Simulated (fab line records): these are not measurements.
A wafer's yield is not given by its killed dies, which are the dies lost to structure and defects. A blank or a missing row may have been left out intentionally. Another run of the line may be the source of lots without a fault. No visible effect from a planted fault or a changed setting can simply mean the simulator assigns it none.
Which tool is to blame? | flow sky130 | 13 lots with 38 wafers sampled at 4 steps, on a route of 708 steps

## WHAT THE GAUGES READ, wafer by wafer
SKY_METAL3_CD_MEAS_13 targets a cd of 300 nm. Usual: 299.6 nm for cdNm, sd 1.3.
lot  | measured     | on       | cdNm (nm)         | flag
L434 | day 38 04:14 | cdSem-01 | 299.6 298.8 298.9 | 
L435 | day 38 15:53 | cdSem-02 | 300.5 299.0 299.5 | 
L438 | day 40 05:42 | cdSem-02 | 298.9 297.6 298.3 | 
L436 | day 40 06:38 | cdSem-01 | 300.8 300.7 300.2 | 
L437 | day 40 07:27 | cdSem-02 | 300.6 300.4 300.1 | 
L440 | day 40 15:14 | cdSem-02 | 298.1 298.7 299.8 | 
L446 | day 41 19:11 | cdSem-01 | 298.3 299.9       | 
L448 | day 42 07:13 | cdSem-01 | 299.0 299.2 297.9 | 
L449 | day 42 16:58 | cdSem-02 | 301.6 300.7 301.3 | 
L454 | day 44 02:16 | cdSem-02 | 299.9 300.8 300.9 | 
L455 | day 44 05:28 | cdSem-01 | 301.4 300.3 299.2 | 
L456 | day 44 19:02 | cdSem-01 | 299.7 300.8 300.4 | 
L457 | day 44 20:48 | cdSem-02 | 301.3 301.5 301.7 | 

SKY_VIA3_CD_MEAS_12 targets a cd of 200 nm. Usual: 200.3 nm for cdNm, sd 1.4.
lot  | measured     | on       | cdNm (nm)               | flag
L434 | day 39 06:59 | cdSem-02 | 199.1 199.6 199.0       | 
L435 | day 39 17:41 | cdSem-01 | 198.9 198.3 198.6       | 
L438 | day 41 08:32 | cdSem-01 | 199.3 198.2 198.7       | 
L436 | day 41 09:12 | cdSem-01 | 199.9 199.6 199.8       | 
L437 | day 41 10:12 | cdSem-01 | 199.1 199.5 199.6       | 
L440 | day 41 17:40 | cdSem-01 | 201.8 202.3 202.0       | 
L446 | day 42 20:05 | cdSem-01 | 199.7 164.2 199.9 164.2 | OFF
L448 | day 43 07:01 | cdSem-02 | 202.0 202.1 202.3       | 
L449 | day 43 17:31 | cdSem-02 | 201.7 201.5 201.4       | 
L454 | day 45 02:05 | cdSem-01 | 202.2 202.3 203.3       | 
L455 | day 45 05:56 | cdSem-01 | 197.3 199.8 199.6       | 
L456 | day 45 18:17 | cdSem-01 | 200.2 199.4 199.1       | 
L457 | day 45 19:40 | cdSem-01 | 201.0 201.2 200.9       | 

## WHAT TOOL EACH LOT RAN ON (gives the tool, then ch and the chambers of the sampled wafers, and finally the start)
lot  | SKY_METAL3_STRIP_19                 | SKY_VIA3_EXPOSE_09
L434 | plasmaAsher-02 ch 0,1, day 38 04:42 | krfScanner-01 ch 0, day 38 18:52
L435 | plasmaAsher-02 ch 0,1, day 38 16:22 | krfScanner-01 ch 0, day 39 05:59
L438 | plasmaAsher-02 ch 0,1, day 40 06:11 | krfScanner-01 ch 0, day 40 19:56
L436 | plasmaAsher-03 ch 0,1, day 40 07:07 | krfScanner-01 ch 0, day 40 20:44
L437 | plasmaAsher-03 ch 0,1, day 40 07:56 | krfScanner-01 ch 0, day 40 21:36
L440 | plasmaAsher-03 ch 0,1, day 40 15:42 | krfScanner-01 ch 0, day 41 05:19
L446 | plasmaAsher-03 ch 0,1, day 41 19:40 | krfScanner-01 ch 0, day 42 09:19
L448 | plasmaAsher-02 ch 0,1, day 42 07:42 | krfScanner-02 ch 0, day 42 19:55
L449 | plasmaAsher-03 ch 0,1, day 42 17:25 | krfScanner-02 ch 0, day 43 06:19
L454 | plasmaAsher-01 ch 1, day 44 02:46   | krfScanner-01 ch 0, day 44 16:05
L455 | plasmaAsher-01 ch 0,1, day 44 05:58 | krfScanner-01 ch 0, day 44 19:44
L456 | plasmaAsher-03 ch 0,1, day 44 19:31 | krfScanner-01 ch 0, day 45 07:26
L457 | plasmaAsher-02 ch 0,1, day 44 21:17 | krfScanner-01 ch 0, day 45 09:26
- SKY_METAL3_STRIP_19: strips in O2/N2.
- SKY_VIA3_EXPOSE_09: exposes mask VIM3, target cd 200 nm.

## WHAT THE TOOLS THEMSELVES READ (means of the sampled wafers that have a number; where no wafer has one, the mark that the record gives instead)
SKY_METAL3_STRIP_19. Usual: drypumpMotorCurrentA 5.8 A, standard deviation 0.52; oesProductAu 0.501 a.u., standard deviation 0.0067; stripTimeToEndpointS 6.51 s, standard deviation 0.12.
lot  | tool           | drypumpMotorCurrentA (A) | oesProductAu (a.u.) | stripTimeToEndpointS (s) | flag
L434 | plasmaAsher-02 | 5.1                      | 0.506               | 6.52                     | 
L435 | plasmaAsher-02 | 5.1                      | 0.503               | 6.48                     | 
L438 | plasmaAsher-02 | 5.2                      | 0.505               | 6.60                     | 
L436 | plasmaAsher-03 | 6.3                      | 0.506               | 6.63                     | 
L437 | plasmaAsher-03 | 6.1                      | 0.498               | 6.47                     | 
L440 | plasmaAsher-03 | 6.1                      | 0.497               | 6.45                     | 
L446 | plasmaAsher-03 | 6.2                      | 0.500               | 6.46                     | 
L448 | plasmaAsher-02 | 5.2                      | 0.500               | 6.53                     | 
L449 | plasmaAsher-03 | 6.1                      | 0.505               | 6.51                     | 
L454 | plasmaAsher-01 | 5.2                      | 0.501               | 6.49                     | 
L455 | plasmaAsher-01 | 5.4                      | 0.498               | 6.48                     | 
L456 | plasmaAsher-03 | 6.3                      | 0.498               | 6.48                     | 
L457 | plasmaAsher-02 | 5.1                      | 0.501               | 6.51                     | 

SKY_VIA3_EXPOSE_09. Usual: exposureDoseMJCm2 38.00, standard deviation 0.036; focusOffsetNm 0.0 nm, standard deviation 0.55; reticleTempC 23.01 C, standard deviation 0.1; stageVelMmS 500.03 mm/s, standard deviation 0.22.
lot  | tool          | exposureDoseMJCm2 | focusOffsetNm (nm) | reticleTempC (C) | stageVelMmS (mm/s) | flag
L434 | krfScanner-01 | 38.03             | 0.0                | 23.14            | 500.06             | 
L435 | krfScanner-01 | 38.03             | -0.1               | 22.95            | 500.12             | 
L438 | krfScanner-01 | 37.93             | 0.6                | 23.03            | 499.99             | 
L436 | krfScanner-01 | 37.98             | -0.2               | 23.09            | 500.09             | 
L437 | krfScanner-01 | 38.01             | -0.1               | 23.01            | 499.94             | 
L440 | krfScanner-01 | 37.98             | 0.0                | 22.97            | 500.20             | 
L446 | krfScanner-01 | 37.97             | -0.3               | 22.96            | 499.98             | 
L448 | krfScanner-02 | 38.04             | 0.1                | 22.95            | 500.29             | 
L449 | krfScanner-02 | 38.00             | -0.2               | 22.92            | 499.87             | 
L454 | krfScanner-01 | 38.02             | 0.2                | 23.01            | 500.35             | 
L455 | krfScanner-01 | 37.99             | -0.9               | 23.01            | 499.92             | 
L456 | krfScanner-01 | 38.00             | 0.1                | 23.02            | 500.05             | 
L457 | krfScanner-01 | 38.03             | 0.3                | 22.93            | 499.95             | 

## THE ANSWER, worked out from the rows above alone
Rule: take the mean of a lot's wafers that have a number; if it is more than 3 standard deviations from the usual mean, the lot is off. A lot without any number at a reading at which 4 lots or more have one is off too. The other lots that the step has rows for count as sound. The gauges are gone through in route order, then the tools' own readings, and for those a lot's mean is taken as printed above. The first step at which some lot is off is used, and at that step the reading that is off furthest; a lot without a number counts as furthest.
Off: L446 (SKY_VIA3_CD_MEAS_12, cdNm).
A tool fits if, at a process step before that reading, it ran every lot that is off, and no sound lot after the first of them. Those tools and the gauges at SKY_VIA3_CD_MEAS_12 are tried in the same way. Not one of the candidates tried fits.

## WHAT WAS PUT IN BY THE SIMULATOR
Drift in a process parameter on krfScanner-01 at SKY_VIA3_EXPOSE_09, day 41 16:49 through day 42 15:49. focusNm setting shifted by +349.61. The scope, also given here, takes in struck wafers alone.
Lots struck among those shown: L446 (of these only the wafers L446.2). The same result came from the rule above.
